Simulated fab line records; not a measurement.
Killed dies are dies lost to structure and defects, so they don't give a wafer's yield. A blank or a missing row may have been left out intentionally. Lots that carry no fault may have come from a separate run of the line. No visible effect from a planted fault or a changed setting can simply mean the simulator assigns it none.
What tool caused it? || flow sky130 || Sampling: 13 lots, 37 wafers, 5 of 708 route steps

WHAT EACH GAUGE READ, for each wafer
SKY_NWELL_RS_MEAS_29: uses a four-point probe to measure. Usual: for NWELL_RS the level is 625.3 ohm/sq and the standard deviation is 1.5.
{"lot": "L494", "measured": "day 5 09:36", "on": "film-metro-03", "NWELL_RS (ohm/sq)": "625.0 622.1 625.4", "flag": ""}
{"lot": "L495", "measured": "day 5 13:55", "on": "film-metro-03", "NWELL_RS (ohm/sq)": "622.0 623.9 623.0", "flag": ""}
{"lot": "L497", "measured": "day 6 00:31", "on": "film-metro-03", "NWELL_RS (ohm/sq)": "627.7 625.2", "flag": ""}
{"lot": "L498", "measured": "day 6 13:23", "on": "film-metro-02", "NWELL_RS (ohm/sq)": "624.8 626.4", "flag": ""}
{"lot": "L506", "measured": "day 8 07:28", "on": "film-metro-03", "NWELL_RS (ohm/sq)": "623.0 623.3 623.9", "flag": ""}
{"lot": "L508", "measured": "day 8 18:02", "on": "film-metro-02", "NWELL_RS (ohm/sq)": "621.5 623.1 623.5", "flag": ""}
{"lot": "L509", "measured": "day 8 23:35", "on": "film-metro-01", "NWELL_RS (ohm/sq)": "626.5 625.2 623.7", "flag": ""}
{"lot": "L510", "measured": "day 9 06:35", "on": "film-metro-03", "NWELL_RS (ohm/sq)": "627.1 625.3 624.8", "flag": ""}
{"lot": "L512", "measured": "day 9 21:04", "on": "film-metro-01", "NWELL_RS (ohm/sq)": "623.6 625.9 623.3", "flag": ""}
{"lot": "L513", "measured": "day 10 06:32", "on": "film-metro-02", "NWELL_RS (ohm/sq)": "625.7 624.8 626.1", "flag": ""}
{"lot": "L514", "measured": "day 10 07:47", "on": "film-metro-02", "NWELL_RS (ohm/sq)": "625.0 627.3 626.0", "flag": ""}
{"lot": "L515", "measured": "day 10 10:12", "on": "film-metro-03", "NWELL_RS (ohm/sq)": "625.7 626.8 626.6", "flag": ""}
{"lot": "L517", "measured": "day 11 02:17", "on": "film-metro-03", "NWELL_RS (ohm/sq)": "625.5 625.5 623.9", "flag": ""}

SKY_SONOS_ONO_THK_MEAS_03. Usual: for SONOS_ONO_CVD_02_THK the level is 10.51 nm and the standard deviation is 0.15.
{"lot": "L494", "measured": "day 11 17:53", "on": "film-metro-02", "SONOS_ONO_CVD_02_THK (nm)": "10.42 10.44 10.39", "flag": ""}
{"lot": "L495", "measured": "day 11 17:55", "on": "film-metro-01", "SONOS_ONO_CVD_02_THK (nm)": "10.31 10.40 10.30", "flag": ""}
{"lot": "L497", "measured": "day 12 08:32", "on": "film-metro-04", "SONOS_ONO_CVD_02_THK (nm)": "10.42 10.23", "flag": ""}
{"lot": "L498", "measured": "day 13 04:54", "on": "film-metro-01", "SONOS_ONO_CVD_02_THK (nm)": "10.43 10.39", "flag": ""}
{"lot": "L506", "measured": "day 15 10:56", "on": "film-metro-01", "SONOS_ONO_CVD_02_THK (nm)": "10.65 10.61 10.59", "flag": ""}
{"lot": "L508", "measured": "day 16 04:32", "on": "film-metro-04", "SONOS_ONO_CVD_02_THK (nm)": "10.51 10.44 10.39", "flag": ""}
{"lot": "L509", "measured": "day 16 09:13", "on": "film-metro-04", "SONOS_ONO_CVD_02_THK (nm)": "10.67 10.54 10.55", "flag": ""}
{"lot": "L510", "measured": "day 16 19:41", "on": "film-metro-02", "SONOS_ONO_CVD_02_THK (nm)": "10.59 10.64 10.61", "flag": ""}
{"lot": "L512", "measured": "day 17 15:31", "on": "film-metro-01", "SONOS_ONO_CVD_02_THK (nm)": "10.65 10.56 10.53", "flag": ""}
{"lot": "L513", "measured": "day 17 23:47", "on": "film-metro-01", "SONOS_ONO_CVD_02_THK (nm)": "10.40 10.54 10.46", "flag": ""}
{"lot": "L514", "measured": "day 18 04:02", "on": "film-metro-02", "SONOS_ONO_CVD_02_THK (nm)": "10.79 10.77 10.73", "flag": ""}
{"lot": "L515", "measured": "day 18 11:50", "on": "film-metro-01", "SONOS_ONO_CVD_02_THK (nm)": "10.81 10.75 10.74", "flag": ""}
{"lot": "L517", "measured": "day 18 23:31", "on": "film-metro-04", "SONOS_ONO_CVD_02_THK (nm)": "10.83 10.93 10.87", "flag": ""}

SKY_SONOS_ONO_CD_MEAS_13 targets a cd of 410 nm. Usual: cd-nm at 409.7 nm, with a standard deviation of 2.2.
{"lot": "L494", "measured": "day 12 19:26", "on": "cd-sem-02", "cd-nm (nm)": "408.0 406.2 407.5", "flag": ""}
{"lot": "L495", "measured": "day 12 19:47", "on": "cd-sem-02", "cd-nm (nm)": "410.6 409.5 412.8", "flag": ""}
{"lot": "L497", "measured": "day 13 11:04", "on": "cd-sem-02", "cd-nm (nm)": "405.3 273.5", "flag": "OFF"}
{"lot": "L498", "measured": "day 14 07:35", "on": "cd-sem-02", "cd-nm (nm)": "410.6 286.0", "flag": "OFF"}
{"lot": "L506", "measured": "day 16 15:55", "on": "cd-sem-02", "cd-nm (nm)": "409.0 408.8 411.0", "flag": ""}
{"lot": "L508", "measured": "day 17 09:47", "on": "cd-sem-02", "cd-nm (nm)": "414.8 412.8 413.8", "flag": ""}
{"lot": "L509", "measured": "day 17 13:50", "on": "cd-sem-01", "cd-nm (nm)": "410.3 409.1 411.0", "flag": ""}
{"lot": "L510", "measured": "day 18 00:59", "on": "cd-sem-02", "cd-nm (nm)": "411.7 410.7 409.5", "flag": ""}
{"lot": "L512", "measured": "day 18 21:58", "on": "cd-sem-01", "cd-nm (nm)": "407.6 407.8 407.2", "flag": ""}
{"lot": "L513", "measured": "day 19 07:04", "on": "cd-sem-02", "cd-nm (nm)": "410.3 409.1 408.7", "flag": ""}
{"lot": "L514", "measured": "day 19 10:52", "on": "cd-sem-01", "cd-nm (nm)": "405.8 408.0 409.4", "flag": ""}
{"lot": "L515", "measured": "day 19 19:40", "on": "cd-sem-01", "cd-nm (nm)": "409.4 410.8 410.6", "flag": ""}
{"lot": "L517", "measured": "day 20 08:07", "on": "cd-sem-02", "cd-nm (nm)": "409.7 409.6 410.8", "flag": ""}

TOOL THAT RAN EACH LOT (tool first, then ch and the chambers of the sampled wafers, then the start)
{"lot": "L494", "SKY_VT_ADJUST_NCORE_STRIP_10": "plasma-asher-04 ch 0,1, day 8 15:43", "SKY_SONOS_ONO_EXPOSE_10": "iline-stepper-02 ch 0, day 12 07:10"}
{"lot": "L495", "SKY_VT_ADJUST_NCORE_STRIP_10": "plasma-asher-04 ch 0,1, day 8 20:07", "SKY_SONOS_ONO_EXPOSE_10": "iline-stepper-01 ch 0, day 12 07:32"}
{"lot": "L497", "SKY_VT_ADJUST_NCORE_STRIP_10": "plasma-asher-04 ch 0,1, day 9 08:30", "SKY_SONOS_ONO_EXPOSE_10": "iline-stepper-02 ch 0, day 12 22:15"}
{"lot": "L498", "SKY_VT_ADJUST_NCORE_STRIP_10": "plasma-asher-04 ch 0,1, day 9 23:40", "SKY_SONOS_ONO_EXPOSE_10": "iline-stepper-02 ch 0, day 13 18:29"}
{"lot": "L506", "SKY_VT_ADJUST_NCORE_STRIP_10": "plasma-asher-01 ch 0,1, day 12 00:31", "SKY_SONOS_ONO_EXPOSE_10": "iline-stepper-02 ch 0, day 16 02:16"}
{"lot": "L508", "SKY_VT_ADJUST_NCORE_STRIP_10": "plasma-asher-01 ch 0, day 12 12:58", "SKY_SONOS_ONO_EXPOSE_10": "iline-stepper-02 ch 0, day 16 20:32"}
{"lot": "L509", "SKY_VT_ADJUST_NCORE_STRIP_10": "plasma-asher-04 ch 0,1, day 12 21:37", "SKY_SONOS_ONO_EXPOSE_10": "iline-stepper-02 ch 0, day 17 00:08"}
{"lot": "L510", "SKY_VT_ADJUST_NCORE_STRIP_10": "plasma-asher-01 ch 0,1, day 13 04:31", "SKY_SONOS_ONO_EXPOSE_10": "iline-stepper-02 ch 0, day 17 10:29"}
{"lot": "L512", "SKY_VT_ADJUST_NCORE_STRIP_10": "plasma-asher-04 ch 0,1, day 13 21:43", "SKY_SONOS_ONO_EXPOSE_10": "iline-stepper-02 ch 0, day 18 08:05"}
{"lot": "L513", "SKY_VT_ADJUST_NCORE_STRIP_10": "plasma-asher-04 ch 0,1, day 14 07:40", "SKY_SONOS_ONO_EXPOSE_10": "iline-stepper-02 ch 0, day 18 15:49"}
{"lot": "L514", "SKY_VT_ADJUST_NCORE_STRIP_10": "plasma-asher-02 ch 0,1, day 14 10:52", "SKY_SONOS_ONO_EXPOSE_10": "iline-stepper-01 ch 0, day 18 19:47"}
{"lot": "L515", "SKY_VT_ADJUST_NCORE_STRIP_10": "plasma-asher-04 ch 0,1, day 14 13:43", "SKY_SONOS_ONO_EXPOSE_10": "iline-stepper-01 ch 0, day 19 04:04"}
{"lot": "L517", "SKY_VT_ADJUST_NCORE_STRIP_10": "plasma-asher-04 ch 0,1, day 15 06:55", "SKY_SONOS_ONO_EXPOSE_10": "iline-stepper-01 ch 0, day 19 16:37"}
- SKY_VT_ADJUST_NCORE_STRIP_10: strips in O2/N2.
- SKY_SONOS_ONO_EXPOSE_10: exposes mask ONOM, target cd 410 nm.

WHAT THE TOOLS THEMSELVES READ (means of the sampled wafers that have a number; where no wafer has one, the mark that the record gives instead)
SKY_VT_ADJUST_NCORE_STRIP_10. Usual: drypump-motor-current-A 5.5 A, standard deviation 0.42; oes-product-au 0.715 a.u., standard deviation 0.0043; strip-time-to-endpoint-s 14.18 s, standard deviation 0.04.
{"lot": "L494", "tool": "plasma-asher-04", "drypump-motor-current-A (A)": 5.3, "oes-product-au (a.u.)": 0.712, "strip-time-to-endpoint-s (s)": 14.20, "flag": ""}
{"lot": "L495", "tool": "plasma-asher-04", "drypump-motor-current-A (A)": 5.3, "oes-product-au (a.u.)": 0.714, "strip-time-to-endpoint-s (s)": 14.19, "flag": ""}
{"lot": "L497", "tool": "plasma-asher-04", "drypump-motor-current-A (A)": 5.3, "oes-product-au (a.u.)": 0.714, "strip-time-to-endpoint-s (s)": 14.23, "flag": ""}
{"lot": "L498", "tool": "plasma-asher-04", "drypump-motor-current-A (A)": 5.3, "oes-product-au (a.u.)": 0.716, "strip-time-to-endpoint-s (s)": 14.10, "flag": ""}
{"lot": "L506", "tool": "plasma-asher-01", "drypump-motor-current-A (A)": 6.2, "oes-product-au (a.u.)": 0.714, "strip-time-to-endpoint-s (s)": 14.22, "flag": ""}
{"lot": "L508", "tool": "plasma-asher-01", "drypump-motor-current-A (A)": 6.6, "oes-product-au (a.u.)": 0.716, "strip-time-to-endpoint-s (s)": 14.19, "flag": ""}
{"lot": "L509", "tool": "plasma-asher-04", "drypump-motor-current-A (A)": 5.3, "oes-product-au (a.u.)": 0.717, "strip-time-to-endpoint-s (s)": 14.14, "flag": ""}
{"lot": "L510", "tool": "plasma-asher-01", "drypump-motor-current-A (A)": 6.2, "oes-product-au (a.u.)": 0.714, "strip-time-to-endpoint-s (s)": 14.20, "flag": ""}
{"lot": "L512", "tool": "plasma-asher-04", "drypump-motor-current-A (A)": 5.3, "oes-product-au (a.u.)": 0.715, "strip-time-to-endpoint-s (s)": 14.18, "flag": ""}
{"lot": "L513", "tool": "plasma-asher-04", "drypump-motor-current-A (A)": 5.3, "oes-product-au (a.u.)": 0.713, "strip-time-to-endpoint-s (s)": 14.24, "flag": ""}
{"lot": "L514", "tool": "plasma-asher-02", "drypump-motor-current-A (A)": 5.5, "oes-product-au (a.u.)": 0.716, "strip-time-to-endpoint-s (s)": 14.15, "flag": ""}
{"lot": "L515", "tool": "plasma-asher-04", "drypump-motor-current-A (A)": 5.3, "oes-product-au (a.u.)": 0.713, "strip-time-to-endpoint-s (s)": 14.21, "flag": ""}
{"lot": "L517", "tool": "plasma-asher-04", "drypump-motor-current-A (A)": 5.3, "oes-product-au (a.u.)": 0.715, "strip-time-to-endpoint-s (s)": 14.15, "flag": ""}

SKY_SONOS_ONO_EXPOSE_10. Usual: focus-offset-nm at 0.0 nm, with a standard deviation of 0.54.
{"lot": "L494", "tool": "iline-stepper-02", "focus-offset-nm (nm)": -0.5, "flag": ""}
{"lot": "L495", "tool": "iline-stepper-01", "focus-offset-nm (nm)": 0.6, "flag": ""}
{"lot": "L497", "tool": "iline-stepper-02", "focus-offset-nm (nm)": 0.2, "flag": ""}
{"lot": "L498", "tool": "iline-stepper-02", "focus-offset-nm (nm)": -0.2, "flag": ""}
{"lot": "L506", "tool": "iline-stepper-02", "focus-offset-nm (nm)": -0.6, "flag": ""}
{"lot": "L508", "tool": "iline-stepper-02", "focus-offset-nm (nm)": -0.2, "flag": ""}
{"lot": "L509", "tool": "iline-stepper-02", "focus-offset-nm (nm)": 0.3, "flag": ""}
{"lot": "L510", "tool": "iline-stepper-02", "focus-offset-nm (nm)": 0.2, "flag": ""}
{"lot": "L512", "tool": "iline-stepper-02", "focus-offset-nm (nm)": -0.5, "flag": ""}
{"lot": "L513", "tool": "iline-stepper-02", "focus-offset-nm (nm)": -0.4, "flag": ""}
{"lot": "L514", "tool": "iline-stepper-01", "focus-offset-nm (nm)": 0.0, "flag": ""}
{"lot": "L515", "tool": "iline-stepper-01", "focus-offset-nm (nm)": -0.0, "flag": ""}
{"lot": "L517", "tool": "iline-stepper-01", "focus-offset-nm (nm)": 0.0, "flag": ""}

THE ANSWER, worked out from the rows above alone
Rule: take the mean of a lot's wafers that have a number; if it is more than 3 standard deviations from the usual mean, the lot is off. Also off: a lot with no number at a reading for which 4 or more lots have one. The other lots that the step has rows for count as sound. The gauges are gone through in route order, then the tools' own readings, and for those a lot's mean is taken as printed above. The first step at which some lot is off is used, and at that step the reading that is off furthest; a lot without a number counts as furthest.
Off: L497, L498, at SKY_SONOS_ONO_CD_MEAS_13 (cd-nm).
If a tool, at a process step before that reading, ran all the lots that are off and no sound lot after the first of them, it fits. Gauges at SKY_SONOS_ONO_CD_MEAS_13: tried the same way as those tools. Not one of the candidates tried fits.

WHAT WAS PUT IN BY THE SIMULATOR
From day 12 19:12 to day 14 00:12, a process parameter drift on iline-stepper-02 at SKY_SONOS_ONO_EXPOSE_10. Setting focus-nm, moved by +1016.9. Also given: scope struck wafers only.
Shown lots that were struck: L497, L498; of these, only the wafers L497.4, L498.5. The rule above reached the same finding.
